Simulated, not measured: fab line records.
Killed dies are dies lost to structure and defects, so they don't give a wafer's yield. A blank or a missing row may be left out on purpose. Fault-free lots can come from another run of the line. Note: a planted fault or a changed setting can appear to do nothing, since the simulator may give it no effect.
Which tool was responsible? -- flow gf180mcu -- 10 lots, 30 wafers sampled, at 6 steps of a route of 602

== WHAT EACH GAUGE READ, for each wafer ==
GF_M2_OVL_MEAS_15.
lot,measured,on,M2_OVL (nm)
L867,day 19 14:40,overlay-01,3 7 4
L870,day 20 17:01,overlay-01,-2 -3 -2
L871,day 21 03:08,overlay-02,-3 -4 -5
L876,day 23 01:28,overlay-02,1 1 3
L878,day 23 17:35,overlay-02,-2 -6 -2
L881,day 24 15:24,overlay-01,-1 4 4
L883,day 25 06:19,overlay-01,0 -5 -6
L887,day 26 13:50,overlay-01,-4 -9 -10
L888,day 26 23:06,overlay-01,-3 -6 -7
L889,day 27 06:25,overlay-02,-7 -4 -5

GF_V2_CD_MEAS_14 targets a cd of 260 nm.
lot,measured,on,cdNm (nm)
L867,day 20 18:16,cdSem-01,259.1 259.4 258.4
L870,day 21 18:47,cdSem-01,259.3 258.9 257.7
L871,day 22 03:45,cdSem-02,259.0 259.8 259.1
L876,day 24 00:59,cdSem-02,260.5 259.7 260.5
L878,day 24 17:35,cdSem-01,260.7 261.3 261.8
L881,day 25 13:55,cdSem-02,258.1 258.0 258.0
L883,day 26 04:23,cdSem-02,258.8 259.7 260.2
L887,day 27 11:29,cdSem-01,259.2 260.5 259.1
L888,day 27 20:35,cdSem-01,258.4 259.5 259.7
L889,day 28 03:25,cdSem-02,261.0 259.4 259.0

GF_V2_RS_MEAS_24: measurement is done with a four-point probe.
lot,measured,on,V2_W_RS (ohm/sq)
L867,day 20 19:17,filmMetro-01,0.326 0.329 0.324
L870,day 21 19:49,filmMetro-04,0.323 0.328 0.330
L871,day 22 04:49,filmMetro-03,0.326 0.326 0.324
L876,day 24 02:01,filmMetro-04,0.329 0.330 0.448 0.329 0.330 0.448
L878,day 24 18:37,filmMetro-03,0.321 0.436 0.433 0.320 0.436 0.433
L881,day 25 14:56,filmMetro-01,0.333 0.333 0.330
L883,day 26 05:25,filmMetro-03,0.333 0.330 0.331
L887,day 27 12:31,filmMetro-01,0.334 0.331 0.331
L888,day 27 21:37,filmMetro-03,0.332 0.330 0.332
L889,day 28 04:28,filmMetro-01,0.331 0.334 0.328

GF_V2_THK_MEAS_25: measures by xrf.
lot,measured,on,V2_W_THK (nm)
L867,day 20 19:25,filmMetro-01,347 345 350
L870,day 21 19:55,filmMetro-04,351 348 347
L871,day 22 04:56,filmMetro-03,352 353 355
L876,day 24 09:04,filmMetro-04,347 344 254 344 345 253
L878,day 24 23:37,filmMetro-03,356 262 265 356 262 266
L881,day 25 15:04,filmMetro-01,342 342 346
L883,day 26 05:32,filmMetro-03,344 348 344
L887,day 27 12:38,filmMetro-01,343 345 345
L888,day 27 21:44,filmMetro-03,347 351 349
L889,day 28 04:34,filmMetro-01,346 343 350

== TOOL THAT RAN EACH LOT (tool first, then ch and the chambers of the sampled wafers, then the start) ==
lot,GF_V2_CVD_02,GF_V2_CVD_23
L867,"pecvd-03 ch 0,1,2, day 19 15:34","cvdW-01 ch 0,1, day 20 19:11"
L870,"pecvd-02 ch 0,1,2, day 20 17:50","cvdW-01 ch 0,1, day 21 19:40"
L871,"pecvd-01 ch 0,1,2, day 21 03:57","cvdW-01 ch 0, day 22 04:41"
L876,"pecvd-02 ch 1,2, day 23 02:16","cvdW-01 ch 0,1, day 24 01:53"
L878,"pecvd-03 ch 0,1, day 23 18:24","cvdW-01 ch 0,1, day 24 18:29"
L881,"pecvd-01 ch 0,1,2, day 24 16:13","cvdW-02 ch 0,1, day 25 14:50"
L883,"pecvd-02 ch 0,1,2, day 25 07:08","cvdW-02 ch 0,1, day 26 05:18"
L887,"pecvd-02 ch 0,1,2, day 26 14:41","cvdW-02 ch 0,1, day 27 12:24"
L888,"pecvd-03 ch 1,2, day 26 23:56","cvdW-01 ch 1, day 27 21:30"
L889,"pecvd-01 ch 0,1,2, day 27 07:13","cvdW-02 ch 0, day 28 04:19"
- GF_V2_CVD_02: deposits SiO2 from TEOS, target thk 850 nm, time 94.851 s.
- GF_V2_CVD_23: deposits W, target thk 350 nm, time 104.94 s.

== WHAT THE TOOLS THEMSELVES READ (means of the sampled wafers that have a number; where no wafer has one, the mark that the record gives instead) ==
GF_V2_CVD_02.
lot,tool,heaterPowerOuterW (W),heaterPowerW (W),susceptorTempC (C)
L867,pecvd-03,350,646,399.84
L870,pecvd-02,338,627,399.92
L871,pecvd-01,390,689,399.94
L876,pecvd-02,405,718,399.99
L878,pecvd-03,314,548,400.08
L881,pecvd-01,415,712,400.17
L883,pecvd-02,339,627,400.01
L887,pecvd-02,385,687,399.78
L888,pecvd-03,306,573,399.91
L889,pecvd-01,426,737,399.89

GF_V2_CVD_23.
lot,tool,heaterPowerOuterW (W),heaterPowerW (W),susceptorTempC (C)
L867,cvdW-01,531,915,399.90
L870,cvdW-01,583,936,399.86
L871,cvdW-01,625,1008,399.74
L876,cvdW-01,567,923,394.61
L878,cvdW-01,505,848,388.86
L881,cvdW-02,584,867,400.01
L883,cvdW-02,575,878,399.89
L887,cvdW-02,575,888,400.07
L888,cvdW-01,490,874,400.12
L889,cvdW-02,579,876,400.31

== THE ANSWER, worked out from the rows above alone ==
Rule: usual is defined by the lots themselves. Put in order of their means at a reading, lots are off if they are a third of the lots or fewer, leave a main group of 4 or more, and stand apart from it by a gap of 3 or more times the standard deviation of the main group's means; of several such gaps the widest counts. If all means in a main group match to the digits the tables above print for the reading, that group is not used. A lot without any number at a reading at which 4 lots or more have one is off too. The other lots that the step has rows for count as sound. First the gauges in route order, then the tools' own readings, where a lot's mean is used as printed above. At the first step where some lot is off, the reading lying furthest off is the one used; lots without a number count as furthest.
Off: L876, L878, at GF_V2_RS_MEAS_24 (V2_W_RS). The main group: mean 0.330 ohm/sq, standard deviation 0.0026.
If a tool, at a process step before that reading, ran all the lots that are off and no sound lot after the first of them, it fits. The gauges at GF_V2_RS_MEAS_24 aren't tried: what is off there is off at GF_V2_CVD_23 too, on other tools, and a gauge's error can't cause that. No candidate that was tried fits.

== WHAT THE SIMULATOR PUT IN ==
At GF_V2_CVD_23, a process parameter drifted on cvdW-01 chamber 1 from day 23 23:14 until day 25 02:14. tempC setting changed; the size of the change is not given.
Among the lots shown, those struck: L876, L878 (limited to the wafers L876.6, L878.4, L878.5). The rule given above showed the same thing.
